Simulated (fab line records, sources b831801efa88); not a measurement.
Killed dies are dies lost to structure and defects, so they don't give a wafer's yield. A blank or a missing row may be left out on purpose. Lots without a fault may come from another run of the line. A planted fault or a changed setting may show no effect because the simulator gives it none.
Which tool did it? | flow sfq_line | 15 lots, 45 wafers sampled, at 3 steps of a route of 325

WHAT THE GAUGES READ, wafer by wafer
The record holds no reading of a measuring or inspecting step that can be judged against a usual standard deviation.

WHICH TOOL RAN EACH LOT (tool, then ch and the chambers of the sampled wafers, then the start)
lot  | SFQ_TRILAYER_JJ_CE_BARC_OPEN_RIE_150 | SFQ_TRILAYER_JJ_CE_ETCH_RIE_118   | SFQ_TRILAYER_M5_LITHO_EXPOSE_124
L476 | rie_metal-03 ch 0, day 52 14:21      | rie_metal-03 ch 0, day 52 14:32   | krf_scanner-01 ch 0, day 57 14:01
L477 | rie_metal-02 ch 0,1, day 53 02:43    | rie_metal-02 ch 0,1, day 53 02:49 | krf_scanner-01 ch 0, day 58 02:01
L478 | rie_metal-01 ch 0,1, day 53 06:19    | rie_metal-01 ch 0,1, day 53 06:25 | krf_scanner-01 ch 0, day 58 04:13
L480 | rie_metal-02 ch 0,1, day 53 12:19    | rie_metal-02 ch 0,1, day 53 12:25 | krf_scanner-01 ch 0, day 58 10:13
L482 | rie_metal-01 ch 0,1, day 56 15:41    | rie_metal-01 ch 0,1, day 56 15:46 | krf_scanner-01 ch 0, day 61 17:25
L483 | rie_metal-02 ch 0,1, day 57 00:05    | rie_metal-02 ch 0,1, day 57 00:10 | krf_scanner-02, day 61 23:33
L484 | rie_metal-03 ch 0,1, day 57 14:10    | rie_metal-03 ch 0,1, day 57 14:15 | krf_scanner-02, day 62 03:09
L485 | rie_metal-01 ch 0,1, day 58 00:59    | rie_metal-01 ch 0,1, day 58 01:05 | krf_scanner-02, day 62 13:21
L488 | rie_metal-02 ch 1, day 58 14:10      | rie_metal-02 ch 1, day 58 14:20   | krf_scanner-01 ch 0, day 63 03:16
L489 | rie_metal-03 ch 0,1, day 58 16:34    | rie_metal-03 ch 0,1, day 58 16:39 | krf_scanner-01 ch 0, day 63 09:04
L492 | rie_metal-03 ch 0,1, day 59 05:46    | rie_metal-03 ch 0,1, day 59 05:51 | krf_scanner-01 ch 0, day 64 02:04
L493 | rie_metal-03 ch 0,1, day 59 14:10    | rie_metal-03 ch 0,1, day 59 14:15 | krf_scanner-02 ch 0, day 64 10:36
L497 | rie_metal-03 ch 0,1, day 61 06:59    | rie_metal-03 ch 0,1, day 61 07:05 | krf_scanner-02 ch 0, day 65 16:48
L498 | rie_metal-01 ch 0,1, day 61 09:22    | rie_metal-01 ch 0,1, day 61 09:27 | krf_scanner-02 ch 0, day 65 21:12
L499 | rie_metal-01 ch 0,1, day 61 11:47    | rie_metal-01 ch 0,1, day 61 11:53 | krf_scanner-02 ch 0, day 65 23:00
- SFQ_TRILAYER_JJ_CE_BARC_OPEN_RIE_150: chemistry O2, target BARC, target depth 240 nm, time 80 s.
- SFQ_TRILAYER_JJ_CE_ETCH_RIE_118: chemistry SF6, target Nb, stops on Al2O3, time 97.7 s, target depth 170 nm.
- SFQ_TRILAYER_M5_LITHO_EXPOSE_124: exposes mask M5, target cd 700 nm.

WHAT THE TOOLS THEMSELVES READ (means of the sampled wafers that have a number; where no wafer has one, the mark that the record gives instead)
SFQ_TRILAYER_JJ_CE_BARC_OPEN_RIE_150.
lot  | tool         | bias_w (W) | chamber_pressure_mTorr (mTorr) | drypump_motor_current_A (A) | he_backside_leak_sccm (sccm) | oes_product_au (a.u.) | rf_fwd_power_W (W)
L476 | rie_metal-03 | 79.96      | 10.002                         | 5.9                         | 3.6                          | 0.536                 | 596.6
L477 | rie_metal-02 | 80.17      | 10.010                         | 6.4                         | 3.3                          | 0.539                 | 593.7
L478 | rie_metal-01 | 80.04      | 9.996                          | 5.4                         | 3.4                          | 0.538                 | 595.6
L480 | rie_metal-02 | 80.28      | 10.008                         | 6.4                         | 3.6                          | 0.535                 | 593.2
L482 | rie_metal-01 | 80.32      | 10.002                         | 5.6                         | 3.5                          | 0.539                 | 598.1
L483 | rie_metal-02 | -          | -                              | -                           | -                            | -                     | -
L484 | rie_metal-03 | -          | -                              | -                           | -                            | -                     | -
L485 | rie_metal-01 | -          | -                              | -                           | -                            | -                     | -
L488 | rie_metal-02 | 80.06      | 10.006                         | 5.9                         | 3.6                          | 0.536                 | 594.5
L489 | rie_metal-03 | 79.97      | 10.005                         | 5.7                         | 3.7                          | 0.538                 | 597.3
L492 | rie_metal-03 | 80.01      | 10.005                         | 5.3                         | 3.9                          | 0.533                 | 596.0
L493 | rie_metal-03 | 79.89      | 10.001                         | 5.6                         | 4.5                          | 0.536                 | 596.8
L497 | rie_metal-03 | 79.86      | 10.006                         | 5.7                         | 3.4                          | 0.539                 | 596.5
L498 | rie_metal-01 | 79.88      | 10.006                         | 5.4                         | 3.4                          | 0.539                 | 595.1
L499 | rie_metal-01 | 79.91      | 9.999                          | 5.6                         | 3.4                          | 0.541                 | 595.0

SFQ_TRILAYER_JJ_CE_ETCH_RIE_118.
lot  | tool         | bias_w (W) | chamber_pressure_mTorr (mTorr) | drypump_motor_current_A (A) | he_backside_leak_sccm (sccm) | oes_product_au (a.u.) | rf_fwd_power_W (W)
L476 | rie_metal-03 | 80.05      | 9.999                          | 6.0                         | 3.3                          | 0.988                 | 597.0
L477 | rie_metal-02 | 80.15      | 9.996                          | 6.4                         | 3.5                          | 0.986                 | 596.2
L478 | rie_metal-01 | 80.09      | 10.002                         | 5.4                         | 3.3                          | 0.996                 | 597.8
L480 | rie_metal-02 | 80.00      | 10.006                         | 6.4                         | 3.4                          | 0.978                 | 597.1
L482 | rie_metal-01 | 80.01      | 10.009                         | 5.5                         | 3.6                          | 0.997                 | 596.7
L483 | rie_metal-02 | 80.12      | 9.997                          | 6.1                         | 3.4                          | 0.377                 | 599.6
L484 | rie_metal-03 | 80.13      | 10.001                         | 5.7                         | 3.5                          | 0.376                 | 596.5
L485 | rie_metal-01 | 79.83      | 9.995                          | 5.5                         | 3.4                          | 0.377                 | 598.9
L488 | rie_metal-02 | 79.74      | 9.996                          | 5.9                         | 3.6                          | 0.992                 | 597.0
L489 | rie_metal-03 | 80.06      | 9.989                          | 5.6                         | 3.7                          | 0.985                 | 595.7
L492 | rie_metal-03 | 79.93      | 10.004                         | 5.3                         | 3.8                          | 0.983                 | 596.7
L493 | rie_metal-03 | 80.01      | 9.999                          | 5.6                         | 3.8                          | 0.979                 | 594.8
L497 | rie_metal-03 | 80.11      | 9.996                          | 5.7                         | 3.5                          | 0.979                 | 596.1
L498 | rie_metal-01 | 80.03      | 9.998                          | 5.4                         | 3.5                          | 0.986                 | 597.2
L499 | rie_metal-01 | 80.11      | 10.003                         | 5.6                         | 3.4                          | 0.987                 | 598.4

SFQ_TRILAYER_M5_LITHO_EXPOSE_124.
lot  | tool           | exposure_dose_mJ_cm2 | focus_offset_nm (nm)
L476 | krf_scanner-01 | 14.392               | 0.4
L477 | krf_scanner-01 | 14.397               | 0.0
L478 | krf_scanner-01 | 14.405               | -0.1
L480 | krf_scanner-01 | 14.410               | -0.6
L482 | krf_scanner-01 | 14.399               | -0.9
L483 | krf_scanner-02 | -                    | -
L484 | krf_scanner-02 | -                    | -
L485 | krf_scanner-02 | -                    | -
L488 | krf_scanner-01 | 14.400               | 0.5
L489 | krf_scanner-01 | 14.407               | 0.6
L492 | krf_scanner-01 | 14.415               | 0.2
L493 | krf_scanner-02 | 14.404               | -0.1
L497 | krf_scanner-02 | 14.397               | -0.1
L498 | krf_scanner-02 | 14.383               | -0.2
L499 | krf_scanner-02 | 14.386               | -0.2

THE ANSWER, worked out from the rows above alone
Rule: what is usual is taken from the lots themselves. Put in order of their means at a reading, lots are off if they are a third of the lots or fewer, leave a main group of 4 or more, and stand apart from it by a gap of 3 or more times the standard deviation of the main group's means; of several such gaps the widest counts. A main group whose means are all the same, to the digits that the tables above print for the reading, isn't used. A lot without any number at a reading at which 4 lots or more have one is off too. The other lots that the step has rows for count as sound. The gauges are gone through in route order, then the tools' own readings, and for those a lot's mean is taken as printed above. The first step at which some lot is off is used, and at that step the reading that is off furthest; a lot without a number counts as furthest.
Off: L483, L484, L485, at SFQ_TRILAYER_JJ_CE_BARC_OPEN_RIE_150 (bias_w). Without a number there: L483, L484, L485. The main group: mean 80.03 W, standard deviation 0.15.
A tool fits if, at that step or a process step before it, it ran every lot that is off, and no sound lot after the first of them. None of those tried fits.

WHAT THE SIMULATOR HAD PUT IN
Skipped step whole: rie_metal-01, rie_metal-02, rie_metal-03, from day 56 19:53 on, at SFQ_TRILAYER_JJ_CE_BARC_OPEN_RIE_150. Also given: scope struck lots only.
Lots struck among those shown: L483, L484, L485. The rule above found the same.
